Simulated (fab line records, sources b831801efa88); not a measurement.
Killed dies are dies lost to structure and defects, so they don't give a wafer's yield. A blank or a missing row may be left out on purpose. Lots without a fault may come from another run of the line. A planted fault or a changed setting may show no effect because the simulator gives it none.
fab line records | flow sky130
record lots=12 wafers=33 last_day=50
route steps=708 shown CONTACT@429 METAL1@450 METAL2@498 PASSIVATION@692 PAD_OPEN@708
lots that met no fault: from a run of the same line without faults
start_h: hours from the record's first day to the start of the lot's first wafer shown | wait_h: hours since the lot's step before | " the same as in the row above | L1.1+2: a row that stands for several wafers | - no value, or no start given | * or withheld: withheld | < > ~ a bound
route shown NAME@n: a module of which the file shows steps, and the number in the route of the first | usual: mean/standard deviation of fault-free wafers | same: alike in all rows | chamber/n: place in a boat | sites: the reading at each site | _std_site: their standard deviation | _edge_site: outer sites' mean less inner sites' | radius_mm: how far each site lies from the wafer's centre | mask NAME#n: copy n | behind: the tool/chamber that last shaped the wafer | hold: why the lot was held/for how many hours/how that ended | device: the transistor (n, p or np) that didn't switch | end of line: the same wafers' tests at the end of the route | a step without rows: its recipe alone | killed: dies lost to structure and defects at the first sort, not the wafer's yield | map: a wafer's dies, x killed, . not, _ none there
set.NAME: the setting as run; set.NAME@STEP: as run at that earlier step | model.NAME: the simulator's own value behind a step, which no gauge read
steps of the route over a sample of lots; a table a step, a row a wafer
services: from which hour (start_h, from the record's first day; less than 0 if before it) a tool's chamber was out of use, for how many hours, and why
## steps
# step SKY_CONTACT_SPUTTER_23
# recipe material=TiN target_thk_nm=20 chamber_pressure_pa=5 power_w=4000 time_s=80
# usual cathode_dc_power_W=4000.0/0.74 throttle_valve_pct=29.3/0.95
# columns lot.wafer tool chamber start_h wait_h cathode_dc_power_W throttle_valve_pct
L792.3 pvd_sputter-01 - 762.39 0.0 3999.1 29.2
L792.5 " - " " 4000.6 29.3
L792.6 " - " " 4001.6 30.7
L793.1 pvd_sputter-02 - 766.85 0.0 4001.2 28.9
L793.2 " - " " 3999.9 29.9
L793.4 " - " " 4001.3 30.8
L794.2 pvd_sputter-02 - 770.01 0.0 3999.2 29.9
L794.5 " - " " 4000.1 29.1
L794.6 " - " " 3999.4 30.2
L795.4 pvd_sputter-03 - 780.64 0.0 4000.5 29.3
L795.5 " - " " 4000.0 29.2
L795.6 " - " " 4000.6 29.3
L799.1 pvd_sputter-03 - 802.41 0.0 3999.1 29.2
L799.4 " - " " 4000.2 29.2
L799.5 " - " " 3999.0 29.3
L800.4 pvd_sputter-01 - 807.68 0.0 4000.0 30.9
L800.5 " - " " 3999.5 29.3
L800.6 " - " " 4001.0 30.9
L806.1 pvd_sputter-03 - 856.04 0.0 3999.4 29.6
L806.2 " - " " 4000.6 29.2
L808.2 pvd_sputter-01 - 869.99 0.0 3999.1 29.3
L808.4 " - " " 3999.2 29.3
L809.4 pvd_sputter-03 - 872.45 0.0 3999.5 29.3
L809.6 " - " " 4000.6 29.3
L810.4 pvd_sputter-03 - 885.30 0.0 3998.5 27.3
L810.5 " - " " 3999.9 29.4
L810.6 " - " " 4001.2 29.5
L812.2 pvd_sputter-03 - 893.80 0.0 4000.4 29.4
L812.4 " - " " 3999.4 29.5
L812.6 " - " " 4000.8 29.3
L813.1 pvd_sputter-03 - 896.26 0.0 4001.8 29.3
L813.2 " - " " 4000.4 29.4
L813.4 " - " " 3999.9 29.5
# step SKY_METAL1_OVL_MEAS_16
# usual METAL1_OVL=4/5
# columns lot.wafer tool chamber start_h wait_h METAL1_OVL[nm]
L792.3 overlay-02 - 790.26 0.1 10
L792.5 " - " " 12
L792.6 " - " " 8
L793.1 overlay-01 - 794.90 0.1 4
L793.2 " - " " 1
L793.4 " - " " 4
L794.2 overlay-02 - 797.55 0.1 18
L794.5 " - " " 8
L794.6 " - " " 9
L795.4 overlay-02 - 808.37 0.1 6
L795.5 " - " " 8
L795.6 " - " " 4
L799.1 overlay-02 - 830.15 0.1 6
L799.4 " - " " 4
L799.5 " - " " 2
L800.4 overlay-02 - 834.80 0.1 11
L800.5 " - " " 2
L800.6 " - " " 11
L806.1 overlay-02 - 882.25 0.1 5
L806.2 " - " " 2
L808.2 overlay-02 - 894.89 0.1 5
L808.4 " - " " -2
L809.4 overlay-01 - 898.52 0.1 2
L809.6 " - " " 2
L810.4 overlay-01 - 911.67 0.1 4
L810.5 " - " " 7
L810.6 " - " " 5
L812.2 overlay-02 - 919.44 0.1 -2
L812.4 " - " " 7
L812.6 " - " " -1
L813.1 overlay-02 - 923.08 0.1 3
L813.2 " - " " 7
L813.4 " - " " -1
# step SKY_METAL2_CD_MEAS_15
# recipe target_cd_nm=140
# usual cd_nm=140.0/1.4
# columns lot.wafer tool chamber start_h wait_h cd_nm
L792.3 cd_sem-01 - 846.20 - 140.0
L792.5 " - " " 140.5
L792.6 " - " " 139.3
L793.1 cd_sem-02 - 850.90 - 140.3
L793.2 " - " " 140.8
L793.4 " - " " 141.6
L794.2 cd_sem-02 - 853.62 - 140.5
L794.5 " - " " 141.9
L794.6 " - " " 140.8
L795.4 cd_sem-02 - 863.36 - 138.7
L795.5 " - " " 139.5
L795.6 " - " " 140.3
L799.1 cd_sem-01 - 886.25 - 138.3
L799.4 " - " " 137.6
L799.5 " - " " 137.8
L800.4 cd_sem-01 - 889.24 - 142.1
L800.5 " - " " 142.7
L800.6 " - " " 140.9
L806.1 cd_sem-02 - 934.88 - 140.8
L806.2 " - " " 141.5
L808.2 cd_sem-01 - 948.68 - 140.1
L808.4 " - " " 140.5
L809.4 cd_sem-02 - 950.67 - 138.9
L809.6 " - " " 139.5
L810.4 cd_sem-01 - 964.11 - 140.1
L810.5 " - " " 137.8
L810.6 " - " " 138.1
L812.2 cd_sem-01 - 970.57 - 142.4
L812.4 " - " " 142.2
L812.6 " - " " 142.7
L813.1 cd_sem-02 - 974.55 - 138.7
L813.2 " - " " 139.7
L813.4 " - " " 138.6
# step SKY_PASSIVATION_ETCH_11
# recipe chemistry=CF4/O2 target_depth_nm=725 stop_on=AlCu source_w=800 bias_w=150 pressure_mtorr=150 cf4_flow_sccm=80 O2_flow_sccm=10 time_s=161.1
# usual bias_w=150.0/0.43 drypump_motor_current_A=5.9/0.51 oes_product_au=0.974/0.007 run_length_s=189.4/0.57 throttle_valve_pct=5.964/0.0087
# columns lot.wafer tool chamber start_h wait_h bias_w drypump_motor_current_A oes_product_au rf_hours_counter_h run_length_s throttle_valve_pct
L792.3 rie_diel-02 2 1073.38 - 150.4 5.1 0.970 15 189.9 5.965
L792.5 " 1 " " 149.8 5.0 0.969 - 189.2 5.972
L792.6 " 2 " " 150.0 5.2 0.982 - 189.6 5.972
L793.1 rie_diel-02 0 1074.71 - 150.2 6.2 0.977 6 190.0 5.957
L793.2 " 2 " " 149.8 5.2 0.965 15 190.1 5.964
L793.4 " 3 " " 150.6 6.2 0.970 18 189.7 5.967
L794.2 rie_diel-04 1 1078.83 - 150.1 6.0 0.973 28 189.7 5.959
L794.5 " 0 " " 149.7 6.6 0.983 - 188.9 5.970
L794.6 " 3 " " 150.5 5.9 0.967 - 190.0 5.955
L795.4 rie_diel-04 0 1087.00 - 150.3 6.6 0.987 27 188.8 5.981
L795.5 " 2 " " 149.8 5.6 0.979 - 188.8 5.975
L795.6 " 1 " " 150.0 6.0 0.988 - 190.1 5.965
L799.1 rie_diel-01 2 1105.71 - 150.2 6.5 0.964 6 189.1 5.981
L799.4 " 1 " " 150.1 6.6 0.977 18 189.3 5.962
L799.5 " 3 " " 150.0 5.8 0.982 - 189.2 5.969
L800.4 rie_diel-02 0 1108.16 - 149.9 6.2 0.980 7 190.3 5.970
L800.5 " 2 " " 149.8 5.2 0.979 - 190.0 5.946
L800.6 " 3 " " 149.3 6.2 0.982 - 190.3 5.969
L806.1 rie_diel-02 1 1144.70 - 149.9 4.9 0.961 19 188.7 5.966
L806.2 " 3 " " 150.0 6.2 0.927 19 202.8 5.950
L808.2 rie_diel-02 1 1155.06 - 150.0 5.0 0.926 19 201.5 5.946
L808.4 " 3 " " 150.5 6.2 0.931 19 202.7 5.961
L809.4 rie_diel-02 0 1157.31 - 150.0 6.2 0.941 9 202.9 5.955
L809.6 " 2 " " 150.0 5.1 0.982 - 189.9 5.971
L810.4 rie_diel-04 2 1166.06 - 149.9 5.6 0.979 26 188.6 5.960
L810.5 " 3 " " 150.3 5.9 0.976 - 189.4 5.968
L810.6 " 0 " " 149.9 6.6 0.978 - 188.6 5.958
L812.2 rie_diel-04 2 1171.73 - 149.9 5.6 0.969 26 188.7 5.962
L812.4 " 1 " " 150.6 6.0 0.977 32 189.9 5.957
L812.6 " 1 " " 149.6 6.0 0.982 - 190.1 5.983
L813.1 rie_diel-04 3 1174.11 - 150.5 5.9 0.976 28 189.6 5.966
L813.2 " 0 " " 149.9 6.6 0.969 29 189.0 5.959
L813.4 " 2 " " 150.3 5.6 0.977 27 188.4 5.956
# step SKY_PASSIVATION_STRIP_12
# recipe chemistry=O2/N2 power_w=1400 pressure_mtorr=1500 platen_temp_c=withheld overash_fraction=0.7 o2_flow_sccm=3000 n2_flow_sccm=300
# usual drypump_motor_current_A=5.78/0.3 oes_product_au=0.661/0.0046 strip_time_to_endpoint_s=31.50/0.1
# columns lot.wafer tool chamber start_h wait_h drypump_motor_current_A oes_product_au rf_hours_counter_h strip_time_to_endpoint_s
L792.3 plasma_asher-04 0 1073.52 0.1 5.72 0.658 - 31.30
L792.5 " 0 " " 5.73 0.671 - 31.37
L792.6 " 1 " " 6.35 0.665 - 31.37
L793.1 plasma_asher-01 1 1074.82 0.1 5.44 0.667 66 31.53
L793.2 " 0 " " 5.44 0.660 66 31.45
L793.4 " 1 " " 5.42 0.657 - 31.54
L794.2 plasma_asher-04 0 1078.94 0.1 5.71 0.670 1 31.53
L794.5 " 0 " " 5.74 0.667 - 31.70
L794.6 " 1 " " 6.35 0.665 - 31.51
L795.4 plasma_asher-01 0 1087.14 0.1 5.49 0.661 - 31.52
L795.5 " 1 " " 5.44 0.663 - 31.52
L795.6 " 0 " " 5.52 0.669 - 31.70
L799.1 plasma_asher-04 1 1105.82 0.1 6.33 0.656 3 31.63
L799.4 " 1 " " 6.34 0.653 - 31.46
L799.5 " 1 " " 6.35 0.662 - 31.56
L800.4 plasma_asher-03 1 1108.30 0.1 5.82 0.659 - 31.53
L800.5 " 1 " " 5.80 0.653 - 31.63
L800.6 " 0 " " 5.71 0.658 - 31.59
L806.1 plasma_asher-03 0 1144.81 0.1 5.74 0.660 95 31.53
L806.2 " 1 " " 5.85 0.660 95 31.11
L808.2 plasma_asher-04 0 1155.17 0.1 5.76 0.657 7 30.95
L808.4 " 0 " " 5.72 0.651 - 31.13
L809.4 plasma_asher-01 1 1157.45 0.1 5.43 0.669 - 31.01
L809.6 " 1 " " 5.43 0.660 - 31.35
L810.4 plasma_asher-03 1 1166.20 0.1 5.85 0.662 - 31.29
L810.5 " 0 " " 5.77 0.661 - 31.36
L810.6 " 1 " " 5.86 0.655 - 31.36
L812.2 plasma_asher-04 0 1171.84 0.1 5.73 0.663 9 31.53
L812.4 " 0 " " 5.81 0.658 - 31.57
L812.6 " 0 " " 5.75 0.662 - 31.59
L813.1 plasma_asher-01 0 1174.22 0.1 5.46 0.659 76 31.52
L813.2 " 1 " " 5.44 0.664 76 31.53
L813.4 " 0 " " 5.46 0.665 - 31.38
# step SKY_PAD_OPEN_PROBE_99
# usual defect_limited_yield=82.5/1.9 killed_at_M0_to_M3=43/6.8 killed_at_M4_up=3.0/1.6 killed_at_contacts=25/6 killed_at_front_end=15/4.4 killed_at_other=0.3/0.52 killed_dies=86/9.6 killed_open=47/6.7 killed_short=39/6.8 sort_bin_3_pad_short=0.9/0.43 sort_bin_5_function=10.3/1.5 sort_bin_6_memory=6.3/1.1 sort_n_pass=406/9.6 sort_yield_pct=82.5/1.9
# same gross_dies=492 killed_at_back_side=0 sort_bin_4_leakage[%]=0 sort_bin_8_speed[%]=0
# columns lot.wafer tool chamber start_h wait_h defect_limited_yield[%] killed_at_M0_to_M3 killed_at_M4_up killed_at_contacts killed_at_front_end killed_at_other killed_dies killed_open killed_short sort_bin_3_pad_short[%] sort_bin_5_function[%] sort_bin_6_memory[%] sort_n_pass sort_yield_pct[%]
L793.1 prober-02 - 1097.91 0.1 81.9 47 2 23 17 0 89 48 41 1.6 10.0 6.5 403 81.9
L793.2 prober-02 - 1097.96 0.1 83.9 45 3 15 16 0 79 45 33 0.8 10.0 5.3 413 83.9
L793.4 prober-02 - 1098.06 0.2 87.0 29 4 16 15 0 64 29 35 1.2 7.3 4.5 428 87.0
L794.2 prober-01 - 1102.18 0.1 84.6 42 3 16 15 0 76 41 35 1.2 8.9 5.3 416 84.6
L794.5 prober-01 - 1102.33 0.2 86.0 41 1 10 17 0 69 30 39 1.2 7.5 5.3 423 86.0
L794.6 prober-01 - 1102.38 0.2 79.1 44 3 39 17 0 103 54 49 1.2 12.4 7.3 389 79.1
L795.4 prober-02 - 1109.15 0.2 78.0 53 2 30 23 0 108 47 61 2.2 13.2 6.5 384 78.0
L795.5 prober-02 - 1109.20 0.2 81.9 37 1 32 18 1 89 42 47 1.6 11.0 5.5 403 81.9
L795.6 prober-02 - 1109.25 0.2 79.7 51 2 20 27 0 100 53 47 1.6 11.4 7.3 392 79.7
L799.1 prober-02 - 1128.31 0.1 84.1 36 7 27 8 0 78 48 30 1.2 8.9 5.7 414 84.1
L799.4 prober-02 - 1128.46 0.2 82.7 49 4 21 11 0 85 36 48 1.0 10.4 5.9 407 82.7
L799.5 prober-02 - 1128.51 0.2 80.9 58 2 21 13 0 94 54 40 1.2 13.0 4.9 398 80.9
L800.4 prober-01 - 1130.14 0.2 82.5 49 3 21 13 0 86 39 47 1.6 9.3 6.5 406 82.5
L800.5 prober-01 - 1130.19 0.2 82.7 43 3 23 16 0 85 42 43 1.2 10.6 5.5 407 82.7
L800.6 prober-01 - 1130.24 0.2 84.6 37 4 24 11 0 76 47 29 0.2 7.7 7.5 416 84.6
L806.1 prober-01 - 1165.20 0.1 84.6 38 3 21 13 1 76 40 36 0.8 8.1 6.5 416 84.6
L806.2 prober-01 - 1165.25 0.1 80.3 58 2 18 19 0 97 53 44 0.4 11.8 7.5 395 80.3
L809.4 prober-02 - 1176.97 0.2 79.5 44 6 30 20 1 101 63 38 0.6 11.4 8.5 391 79.5
L810.4 prober-01 - 1185.28 0.2 82.7 45 3 18 18 1 85 42 43 1.2 10.2 5.9 407 82.7
L810.5 prober-01 - 1185.33 0.2 85.2 33 6 16 18 0 73 42 30 0.2 10.2 4.5 419 85.2
L810.6 prober-01 - 1185.38 0.2 84.6 39 2 19 15 1 76 50 26 0 8.5 6.9 416 84.6
L812.2 prober-01 - 1190.43 0.1 79.5 43 2 31 25 0 101 56 44 0.4 12.4 7.7 391 79.5
L812.4 prober-01 - 1190.53 0.2 83.3 42 6 21 12 1 82 40 40 1.0 8.5 7.1 410 83.3
L812.6 prober-01 - 1190.63 0.2 83.5 39 4 24 14 0 81 50 30 0.2 8.9 7.3 411 83.5
L813.1 prober-02 - 1192.58 0.1 80.9 47 1 28 17 1 94 45 49 0.4 12.8 5.9 398 80.9
L813.2 prober-02 - 1192.63 0.1 82.9 36 5 24 19 0 84 49 33 1.2 9.6 6.3 408 82.9
L813.4 prober-02 - 1192.73 0.2 76.8 62 2 29 21 0 114 62 52 1.4 12.4 9.3 378 76.8
# killed by level:class
L793.1 LI_CONTACT:geometric_particle:open=7 VIA1:geometric_particle:open=7 VIA3:geometric_particle:open=7 VIA2:geometric_particle:open=6 VIA1:geometric_particle:short=6 METAL2:geometric_particle:short=6 POLY_GATE:geometric_particle:open=5 LOCAL_INTERCONNECT:geometric_particle:short=5
L793.2 VIA1:geometric_particle:open=11 CONTACT:geometric_particle:open=8 METAL2:geometric_particle:short=7 VIA3:geometric_particle:open=6 VIA2:geometric_particle:open=5 FIELD_ISO:geometric_particle:open=4 POLY_GATE:geometric_particle:short=4 POLY_GATE:geometric_particle:open=4
L793.4 VIA1:geometric_particle:open=6 CONTACT:geometric_particle:open=6 METAL2:geometric_particle:short=5 POLY_GATE:geometric_particle:short=4 LOCAL_INTERCONNECT:geometric_particle:short=4 METAL1:geometric_particle:short=4 VIA2:geometric_particle:open=4 FIELD_ISO:geometric_particle:short=3
L794.2 VIA1:geometric_particle:open=10 LI_CONTACT:geometric_particle:open=7 VIA3:geometric_particle:open=6 FIELD_ISO:geometric_particle:short=5 VIA2:geometric_particle:open=5 METAL2:geometric_particle:short=5 CONTACT:geometric_particle:open=4 METAL3:geometric_particle:short=4
L794.5 METAL1:geometric_particle:short=8 FIELD_ISO:geometric_particle:short=7 VIA3:geometric_particle:short=7 FIELD_ISO:geometric_particle:open=6 VIA3:geometric_particle:open=6 VIA1:geometric_particle:open=5 CONTACT:geometric_particle:open=4 VIA1:geometric_particle:short=4
L794.6 CONTACT:geometric_particle:open=14 LI_CONTACT:geometric_particle:open=9 VIA2:geometric_particle:open=8 LOCAL_INTERCONNECT:geometric_particle:short=7 VIA1:geometric_particle:open=7 CONTACT:geometric_particle:short=6 VIA3:geometric_particle:open=6 METAL1:geometric_particle:short=6
L795.4 VIA1:geometric_particle:open=13 LOCAL_INTERCONNECT:geometric_particle:short=9 METAL1:geometric_particle:short=8 CONTACT:geometric_particle:open=7 VIA3:geometric_particle:open=7 CONTACT:geometric_particle:short=6 FIELD_ISO:geometric_particle:short=6 POLY_GATE:geometric_particle:short=5
L795.5 CONTACT:geometric_particle:open=11 VIA3:geometric_particle:open=9 POLY_GATE:geometric_particle:short=8 METAL2:geometric_particle:short=8 CONTACT:geometric_particle:short=7 LI_CONTACT:geometric_particle:open=6 VIA1:geometric_particle:open=5 POLY_CUT:geometric_particle:short=4
L795.6 VIA1:geometric_particle:open=14 VIA2:geometric_particle:open=9 POLY_GATE:geometric_particle:open=8 METAL1:geometric_particle:short=8 CONTACT:geometric_particle:open=7 POLY_GATE:geometric_particle:short=6 LOCAL_INTERCONNECT:geometric_particle:short=6 VIA3:geometric_particle:open=5
L799.1 LI_CONTACT:geometric_particle:open=9 CONTACT:geometric_particle:open=9 VIA1:geometric_particle:open=8 METAL4:geometric_particle:short=6 POLY_GATE:geometric_particle:open=5 LOCAL_INTERCONNECT:geometric_particle:short=5 VIA3:geometric_particle:open=5 METAL2:geometric_particle:open=4
L799.4 VIA1:geometric_particle:open=9 VIA3:geometric_particle:open=7 VIA2:geometric_particle:short=7 LOCAL_INTERCONNECT:geometric_particle:short=7 VIA1:geometric_particle:short=6 CONTACT:geometric_particle:open=6 FIELD_ISO:geometric_particle:short=5 VIA2:geometric_particle:open=5
L799.5 VIA1:geometric_particle:open=14 VIA1:geometric_particle:short=11 METAL2:geometric_particle:short=9 LI_CONTACT:geometric_particle:open=8 VIA3:geometric_particle:open=8 CONTACT:geometric_particle:open=7 VIA2:geometric_particle:open=7 POLY_GATE:geometric_particle:open=5
L800.4 METAL2:geometric_particle:short=10 VIA1:geometric_particle:open=9 CONTACT:geometric_particle:open=8 CONTACT:geometric_particle:short=5 METAL1:geometric_particle:short=5 FIELD_ISO:geometric_particle:short=4 POLY_GATE:geometric_particle:short=4 LI_CONTACT:geometric_particle:open=4
L800.5 VIA1:geometric_particle:open=11 POLY_GATE:geometric_particle:open=7 CONTACT:geometric_particle:open=7 CONTACT:geometric_particle:short=6 METAL1:geometric_particle:short=6 VIA1:geometric_particle:short=5 METAL2:geometric_particle:short=5 LI_CONTACT:geometric_particle:short=4
L800.6 LI_CONTACT:geometric_particle:open=10 VIA1:geometric_particle:open=9 VIA3:geometric_particle:open=8 POLY_GATE:geometric_particle:open=5 LI_CONTACT:geometric_particle:short=5 CONTACT:geometric_particle:open=5 METAL3:geometric_particle:short=5 METAL4:geometric_particle:short=4
L806.1 CONTACT:geometric_particle:open=9 LI_CONTACT:geometric_particle:open=7 METAL2:geometric_particle:short=7 FIELD_ISO:geometric_particle:open=6 VIA1:geometric_particle:open=6 METAL1:geometric_particle:short=5 VIA1:geometric_particle:short=4 VIA3:geometric_particle:short=4
L806.2 VIA1:geometric_particle:open=11 VIA3:geometric_particle:open=10 METAL2:geometric_particle:short=9 LI_CONTACT:geometric_particle:open=8 VIA2:geometric_particle:open=8 POLY_GATE:geometric_particle:open=5 POLY_GATE:geometric_particle:short=5 VIA2:geometric_particle:short=5
L809.4 CONTACT:geometric_particle:open=12 VIA1:geometric_particle:open=10 VIA2:geometric_particle:open=9 LI_CONTACT:geometric_particle:open=8 POLY_GATE:geometric_particle:open=6 VIA3:geometric_particle:open=6 LOCAL_INTERCONNECT:geometric_particle:short=5 METAL1:geometric_particle:short=5
L810.4 VIA1:geometric_particle:open=9 CONTACT:geometric_particle:open=7 METAL2:geometric_particle:short=7 POLY_GATE:geometric_particle:open=5 METAL1:geometric_particle:short=5 VIA2:geometric_particle:open=5 VIA3:geometric_particle:open=4 FIELD_ISO:geometric_particle:short=3
L810.5 VIA1:geometric_particle:open=12 CONTACT:geometric_particle:open=7 LI_CONTACT:geometric_particle:open=6 POLY_GATE:geometric_particle:short=5 POLY_GATE:geometric_particle:open=5 VIA1:geometric_particle:short=5 METAL4:geometric_particle:short=5 SPACER:geometric_particle:open=4
L810.6 VIA2:geometric_particle:open=10 VIA1:geometric_particle:open=10 VIA3:geometric_particle:open=7 POLY_GATE:geometric_particle:open=5 LI_CONTACT:geometric_particle:short=5 CONTACT:geometric_particle:open=5 FIELD_ISO:geometric_particle:open=4 LI_CONTACT:geometric_particle:open=4
L812.2 METAL1:geometric_particle:short=9 LI_CONTACT:geometric_particle:open=8 CONTACT:geometric_particle:open=8 VIA3:geometric_particle:open=8 FIELD_ISO:geometric_particle:open=7 VIA1:geometric_particle:open=7 VIA2:geometric_particle:open=7 LI_CONTACT:geometric_particle:short=6
L812.4 CONTACT:geometric_particle:open=9 VIA1:geometric_particle:open=8 CONTACT:geometric_particle:short=6 VIA1:geometric_particle:short=6 VIA3:geometric_particle:open=6 VIA3:geometric_particle:short=6 METAL4:geometric_particle:short=5 METAL1:geometric_particle:short=5
L812.6 VIA1:geometric_particle:open=11 VIA2:geometric_particle:open=9 CONTACT:geometric_particle:open=8 LI_CONTACT:geometric_particle:open=7 FIELD_ISO:geometric_particle:open=4 METAL2:geometric_particle:short=4 FIELD_ISO:geometric_particle:short=3 POLY_GATE:geometric_particle:open=3
L813.1 CONTACT:geometric_particle:open=10 LI_CONTACT:geometric_particle:open=8 VIA1:geometric_particle:short=8 METAL2:geometric_particle:short=8 VIA2:geometric_particle:open=6 METAL1:geometric_particle:short=6 FIELD_ISO:geometric_particle:open=5 VIA1:geometric_particle:open=5
L813.2 VIA1:geometric_particle:open=11 METAL1:geometric_particle:short=10 LI_CONTACT:geometric_particle:open=10 CONTACT:geometric_particle:open=8 FIELD_ISO:geometric_particle:open=5 VIA3:geometric_particle:short=4 POLY_GATE:geometric_particle:open=3 POLY_GATE:geometric_particle:short=3
L813.4 VIA1:geometric_particle:open=17 CONTACT:geometric_particle:open=15 FIELD_ISO:geometric_particle:short=8 VIA3:geometric_particle:open=8 METAL2:geometric_particle:short=7 VIA2:geometric_particle:open=7 VIA1:geometric_particle:short=6 LI_CONTACT:geometric_particle:open=6
## services
# columns tool chamber start_h hours kind
rie_diel-04 3 747.32 3.8 repair
rie_diel-02 2 747.89 6.8 repair
pvd_sputter-03 - 773.14 2.6 repair
pvd_sputter-03 - 803.61 2.1 repair
rie_diel-02 0 819.62 13.6 repair
rie_diel-02 - 837.46 0.7 repair
pvd_sputter-03 - 849.59 5.9 repair
plasma_asher-04 - 957.15 0.3 repair
rie_diel-02 - 959.69 0.3 repair
rie_diel-04 3 966.24 6.9 repair
rie_diel-02 0 977.08 8.7 repair
rie_diel-04 1 993.94 7.2 repair
rie_diel-02 - 994.00 14.6 pm
rie_diel-04 - 999.06 0.7 repair
plasma_asher-04 - 1012.25 2.1 repair
rie_diel-02 0 1035.58 21.4 repair
plasma_asher-04 - 1055.32 9.0 pm
plasma_asher-04 - 1067.62 1.2 repair
rie_diel-02 3 1079.80 22.2 repair
rie_diel-04 - 1093.27 2.8 pm
pvd_sputter-03 - 1094.81 4.4 repair
rie_diel-04 0 1096.57 10.3 repair
rie_diel-04 - 1120.64 0.1 repair
pvd_sputter-03 - 1134.55 3.9 repair
## key
first_sign step=SKY_PASSIVATION_ETCH_11 reading=run_length_s direction=up sigmas=23 usual=* struck=*
effect step=SKY_PASSIVATION_ETCH_11 reading=oes_product_au direction=down sigmas=6.2 usual=0.974 struck=0.931
effect step=SKY_PASSIVATION_STRIP_12 reading=strip_time_to_endpoint_s direction=down sigmas=4.4 usual=* struck=*
met_at SKY_PASSIVATION_ETCH_11
struck_lots L806,L808,L809
struck_wafers L806.2,L808.2,L808.4,L809.4
not_acting_at SKY_CONTACT_SPUTTER_23,SKY_METAL1_OVL_MEAS_16,SKY_METAL2_CD_MEAS_15
onset_between 1108.16 1144.70
fault kind=process_parameter_drift tool=rie_diel-02 chamber=- onset_h=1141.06 steps=SKY_PASSIVATION_ETCH_11 channel=time_s offset=* shape=step end_h=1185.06 scope=struck_wafers_only acts_in=* stated=*
